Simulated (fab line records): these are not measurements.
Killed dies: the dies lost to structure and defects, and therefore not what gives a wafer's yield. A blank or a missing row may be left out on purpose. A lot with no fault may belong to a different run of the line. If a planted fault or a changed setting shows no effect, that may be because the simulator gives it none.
A lot that was struck, set against a sound lot	flow sky130	15 out of 708 route steps
Sound: wafers L998.2, L998.5, L998.6. Wafers struck: L100.1, L100.2, L100.5. The cause comes at the end.
At each step with rows: each side's tool, then ch and its chambers, then its first start. Under that, the readings that differ: sound wafers	struck wafers	difference of the means	sigmas: that difference in standard deviations of wafers without a fault.
alike: readings whose means differ by less than 2 such deviations, and words and numbers that are the same on both sides. not compared: withheld readings, readings that some wafer has no value for, bounds like >300 that may hide the same value, and numbers for which the record gives no deviation and whose values overlap.
The two part at a step that has a row with sigmas, a row that says differs or no value, or rows on one side only. Numbers that have no deviation but don't overlap get no sigmas and don't part them. A reading that every wafer of one side lacks parts them only if that side has two wafers or more.

first, 4 steps without rows for these wafers: SKY_SD_P_SOFTBAKE_03 (time 60 s); SKY_SD_P_EXPOSE_04 (exposes mask PSDM, target cd 380 nm); SKY_SD_P_PEB_05; SKY_SD_P_DEVELOP_06 (develop time 60 s).
SKY_SD_P_CD_MEAS_07: the cd target is 380 nm.
  sound on cd-sem-01, day 25 20:00; struck on cd-sem-02, day 26 11:56
  alike: cd-nm
SKY_SD_P_OVL_MEAS_08:
  sound on overlay-02, day 25 20:06; struck on overlay-01, day 26 12:03
  alike: SD_P_OVL
next, for these wafers, 1 step has no rows: SKY_SD_P_IMPLANT_09.
SKY_SD_P_STRIP_10: strips in O2/N2.
  sound on plasma-asher-04 ch 0,1, day 25 20:17; struck on plasma-asher-02 ch 0,1, day 26 12:14
  alike: drypump-motor-current-A, oes-product-au, strip-time-to-endpoint-s
  not compared: rf-hours-counter-h
SKY_SD_P_TW_MEAS_11:
  sound on film-metro-02, day 25 20:23; struck on film-metro-04, day 26 12:20
reading	sound	struck	difference	sigmas
SD_P_TW	2805 2802 2784	2831 2836 2835	+37	+2
then, 3 steps without rows for these wafers: SKY_RES_XHIGH_DEHYDRATE_00 (time 60 s); SKY_RES_XHIGH_HMDS_01 (prime time 60 s); SKY_RES_XHIGH_COAT_02 (resist thk 1140 nm).
SKY_RES_XHIGH_SOFTBAKE_03: time 60 s.
  sound on litho-track-03 ch 0, day 26 10:12; struck on litho-track-03 ch 0, day 27 02:47
reading	sound	struck	difference	sigmas
heater-power-total-W (W)	56.63 56.65 56.51	58.34 58.33 58.42	+1.77	+39
plate-temp-C (C)	90.06 89.95 89.87	- - -	no value on the struck wafers	
run-length-s (s)	88.68 88.65 88.77	83.64 83.51 83.65	-5.10	-24
then, 1 step without rows for these wafers: SKY_RES_XHIGH_EXPOSE_04 (exposes mask URPM, target cd 1270 nm).
-- here the record skips 19 days between the struck wafers' starts before and after, leaving off in module RES_XHIGH and picking up in module PAD_OPEN (first step shown: number 708 of the route) --
SKY_PAD_OPEN_PROBE_99:
  sound on prober-01, day 46 00:20; struck on prober-01, day 46 12:18
  alike: killed_at_M0_to_M3, killed_at_M4_up, killed-at-contacts, killed-at-front-end, killed-at-other, killed-dies, killed-open, killed-short

== WHERE THEY PART ==
Earliest at SKY_SD_P_TW_MEAS_11; latest, in this record, at SKY_RES_XHIGH_SOFTBAKE_03. Later steps at which nothing parts them and some readings are alike: SKY_PAD_OPEN_PROBE_99.

WHY: what the simulator had put in
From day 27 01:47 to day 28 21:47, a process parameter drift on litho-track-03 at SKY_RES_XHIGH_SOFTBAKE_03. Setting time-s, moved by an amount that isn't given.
